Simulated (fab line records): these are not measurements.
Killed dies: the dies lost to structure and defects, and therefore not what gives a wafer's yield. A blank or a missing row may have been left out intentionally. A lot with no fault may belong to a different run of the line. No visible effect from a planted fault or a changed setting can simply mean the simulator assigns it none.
Which tool is to blame? / flow sky130 / 45 wafers from 15 lots sampled at 4 of the route's 708 steps

== WHAT EACH GAUGE READ, for each wafer ==
SKY_POLY_CUT_CD_MEAS_08: the cd target is 270 nm. Usual: cd_nm reads 270.0 nm (standard deviation 1.5).
lot=L448; measured=day 24 08:31; on=cd_sem-01; cd_nm (nm)=268.9 269.8 272.2; flag=
lot=L449; measured=day 24 15:23; on=cd_sem-01; cd_nm (nm)=269.3 270.1 268.1; flag=
lot=L452; measured=day 25 23:13; on=cd_sem-01; cd_nm (nm)=269.9 270.0 269.7; flag=
lot=L453; measured=day 26 22:13; on=cd_sem-02; cd_nm (nm)=271.9 271.9 272.9; flag=
lot=L455; measured=day 27 03:46; on=cd_sem-02; cd_nm (nm)=270.2 271.2 271.7; flag=
lot=L456; measured=day 27 11:28; on=cd_sem-02; cd_nm (nm)=269.6 268.9 268.7; flag=
lot=L457; measured=day 27 18:46; on=cd_sem-01; cd_nm (nm)=272.7 271.3 270.9; flag=
lot=L458; measured=day 28 02:59; on=cd_sem-02; cd_nm (nm)=268.3 268.0 267.8; flag=
lot=L459; measured=day 28 16:10; on=cd_sem-01; cd_nm (nm)=269.6 269.7 268.7; flag=
lot=L461; measured=day 29 01:43; on=cd_sem-01; cd_nm (nm)=267.8 268.7 269.4; flag=
lot=L462; measured=day 29 17:51; on=cd_sem-01; cd_nm (nm)=269.9 270.6 271.4; flag=
lot=L465; measured=day 30 09:40; on=cd_sem-01; cd_nm (nm)=269.7 269.2 269.2; flag=
lot=L468; measured=day 31 02:55; on=cd_sem-01; cd_nm (nm)=269.7 270.9 268.7; flag=
lot=L470; measured=day 31 14:55; on=cd_sem-01; cd_nm (nm)=272.5 273.0 272.4; flag=
lot=L469; measured=day 31 16:11; on=cd_sem-02; cd_nm (nm)=270.1 269.8 270.7; flag=

SKY_SD_P_OVL_MEAS_08. Usual: for SD_P_OVL the level is -0.4 nm and the standard deviation is 1.3.
lot=L448; measured=day 25 13:56; on=overlay-02; SD_P_OVL (nm)=-0.2 -3.0 -0.7; flag=
lot=L449; measured=day 25 20:50; on=overlay-01; SD_P_OVL (nm)=-2.1 -1.0 -1.2; flag=
lot=L452; measured=day 27 04:08; on=overlay-02; SD_P_OVL (nm)=1.0 0.2 0.4; flag=
lot=L453; measured=day 28 03:23; on=overlay-02; SD_P_OVL (nm)=1.0 0.4 -0.3; flag=
lot=L455; measured=day 28 07:47; on=overlay-01; SD_P_OVL (nm)=-0.1 0.9 -1.6; flag=
lot=L456; measured=day 28 16:35; on=overlay-02; SD_P_OVL (nm)=-0.8 -0.8 -0.8; flag=
lot=L457; measured=day 28 23:31; on=overlay-02; SD_P_OVL (nm)=1.0 0.7 0.9; flag=
lot=L458; measured=day 29 06:34; on=overlay-02; SD_P_OVL (nm)=-0.9 -0.9 2.1; flag=
lot=L459; measured=day 29 19:56; on=overlay-02; SD_P_OVL (nm)=1.1 1.1 0.1; flag=
lot=L461; measured=day 30 06:19; on=overlay-01; SD_P_OVL (nm)=-1.0 0.3 0.4; flag=
lot=L462; measured=day 30 21:57; on=overlay-02; SD_P_OVL (nm)=-1.1 -0.1 -0.7; flag=
lot=L465; measured=day 31 13:17; on=overlay-02; SD_P_OVL (nm)=-0.7 2.8 0.0; flag=
lot=L468; measured=day 32 05:47; on=overlay-02; SD_P_OVL (nm)=-0.2 -2.9 0.3; flag=
lot=L470; measured=day 32 17:45; on=overlay-01; SD_P_OVL (nm)=0.6 -2.9 -1.0; flag=
lot=L469; measured=day 32 19:12; on=overlay-01; SD_P_OVL (nm)=-2.7 -4.6 -3.0; flag=

SKY_RES_XHIGH_TW_MEAS_09. Usual: for RES_XHIGH_TW the level is 1655 and the standard deviation is 19.
lot=L448; measured=day 26 19:24; on=film_metro-03; RES_XHIGH_TW=1641 1643 1626; flag=
lot=L449; measured=day 27 01:49; on=film_metro-03; RES_XHIGH_TW=1643 1639 1644; flag=
lot=L452; measured=day 28 09:22; on=film_metro-03; RES_XHIGH_TW=1643 1639 1636; flag=
lot=L453; measured=day 29 08:19; on=film_metro-01; RES_XHIGH_TW=1673 1668 1679; flag=
lot=L455; measured=day 29 12:26; on=film_metro-02; RES_XHIGH_TW=1669 1663 1664; flag=
lot=L456; measured=day 29 20:40; on=film_metro-03; RES_XHIGH_TW=1629 1627 1629; flag=
lot=L457; measured=day 30 03:21; on=film_metro-01; RES_XHIGH_TW=1680 1684 1682; flag=
lot=L458; measured=day 30 10:37; on=film_metro-01; RES_XHIGH_TW=1674 1683 1679; flag=
lot=L459; measured=day 31 00:10; on=film_metro-01; RES_XHIGH_TW=1673 1670 1679; flag=
lot=L461; measured=day 31 10:01; on=film_metro-01; RES_XHIGH_TW=1680 1682 1678; flag=
lot=L462; measured=day 32 02:11; on=film_metro-03; RES_XHIGH_TW=1635 1632 1640; flag=
lot=L465; measured=day 32 16:40; on=film_metro-01; RES_XHIGH_TW=1669 1667 1668; flag=
lot=L468; measured=day 33 09:27; on=film_metro-01; RES_XHIGH_TW=31 31 31; flag=OFF
lot=L470; measured=day 33 20:47; on=film_metro-03; RES_XHIGH_TW=30 30 30; flag=OFF
lot=L469; measured=day 33 21:50; on=film_metro-01; RES_XHIGH_TW=31 31 31; flag=OFF

== WHICH TOOL RAN EACH LOT (tool, then ch and the chambers of the sampled wafers, then the start) ==
lot=L448; SKY_RES_XHIGH_DEVELOP_06=litho_track-03 ch 0, day 26 19:00
lot=L449; SKY_RES_XHIGH_DEVELOP_06=litho_track-03 ch 0, day 27 01:26
lot=L452; SKY_RES_XHIGH_DEVELOP_06=litho_track-02 ch 0, day 28 08:58
lot=L453; SKY_RES_XHIGH_DEVELOP_06=litho_track-02 ch 0, day 29 07:55
lot=L455; SKY_RES_XHIGH_DEVELOP_06=litho_track-01 ch 0, day 29 12:04
lot=L456; SKY_RES_XHIGH_DEVELOP_06=litho_track-02 ch 0, day 29 20:16
lot=L457; SKY_RES_XHIGH_DEVELOP_06=litho_track-03 ch 0, day 30 02:57
lot=L458; SKY_RES_XHIGH_DEVELOP_06=litho_track-03 ch 0, day 30 10:14
lot=L459; SKY_RES_XHIGH_DEVELOP_06=litho_track-01 ch 0, day 30 23:46
lot=L461; SKY_RES_XHIGH_DEVELOP_06=litho_track-01 ch 0, day 31 09:37
lot=L462; SKY_RES_XHIGH_DEVELOP_06=litho_track-02 ch 0, day 32 01:47
lot=L465; SKY_RES_XHIGH_DEVELOP_06=litho_track-01 ch 0, day 32 16:16
lot=L468; SKY_RES_XHIGH_DEVELOP_06=litho_track-03, day 33 09:03
lot=L470; SKY_RES_XHIGH_DEVELOP_06=litho_track-01, day 33 20:25
lot=L469; SKY_RES_XHIGH_DEVELOP_06=litho_track-02, day 33 21:26
- SKY_RES_XHIGH_DEVELOP_06: develop time 60 s.

== WHAT THE TOOLS THEMSELVES READ (means of the sampled wafers that have a number; where no wafer has one, the mark that the record gives instead) ==
SKY_RES_XHIGH_DEVELOP_06. Usual: chill_plate_temp_C reads 23.02 C (standard deviation 0.11).
lot=L448; tool=litho_track-03; chill_plate_temp_C (C)=23.00; flag=
lot=L449; tool=litho_track-03; chill_plate_temp_C (C)=23.02; flag=
lot=L452; tool=litho_track-02; chill_plate_temp_C (C)=22.97; flag=
lot=L453; tool=litho_track-02; chill_plate_temp_C (C)=22.89; flag=
lot=L455; tool=litho_track-01; chill_plate_temp_C (C)=23.07; flag=
lot=L456; tool=litho_track-02; chill_plate_temp_C (C)=22.97; flag=
lot=L457; tool=litho_track-03; chill_plate_temp_C (C)=22.98; flag=
lot=L458; tool=litho_track-03; chill_plate_temp_C (C)=23.04; flag=
lot=L459; tool=litho_track-01; chill_plate_temp_C (C)=23.08; flag=
lot=L461; tool=litho_track-01; chill_plate_temp_C (C)=22.86; flag=
lot=L462; tool=litho_track-02; chill_plate_temp_C (C)=23.01; flag=
lot=L465; tool=litho_track-01; chill_plate_temp_C (C)=22.92; flag=
lot=L468; tool=litho_track-03; chill_plate_temp_C (C)=-; flag=OFF
lot=L470; tool=litho_track-01; chill_plate_temp_C (C)=-; flag=OFF
lot=L469; tool=litho_track-02; chill_plate_temp_C (C)=-; flag=OFF

== THE ANSWER, worked out from the rows above alone ==
Rule: a lot counts as off when the mean over its wafers that have a number is more than 3 standard deviations away from the usual mean. A lot without any number at a reading at which 4 lots or more have one is off too. Where the step has rows for the other lots, those lots are counted as sound. Order of review: gauges by route order, followed by the tools' own readings, for which a lot's mean as printed above is used. At the first step where some lot is off, the reading lying furthest off is the one used; lots without a number count as furthest.
Off: L468, L470, L469, seen at SKY_RES_XHIGH_TW_MEAS_09 (RES_XHIGH_TW).
If a tool, at a process step before that reading, ran all the lots that are off and no sound lot after the first of them, it fits. The gauges at SKY_RES_XHIGH_TW_MEAS_09 aren't tried: what is off there is off at SKY_RES_XHIGH_DEVELOP_06 too, on other tools, and a gauge's error can't cause that. Of those tried, none fits.

== WHAT THE SIMULATOR HAD PUT IN ==
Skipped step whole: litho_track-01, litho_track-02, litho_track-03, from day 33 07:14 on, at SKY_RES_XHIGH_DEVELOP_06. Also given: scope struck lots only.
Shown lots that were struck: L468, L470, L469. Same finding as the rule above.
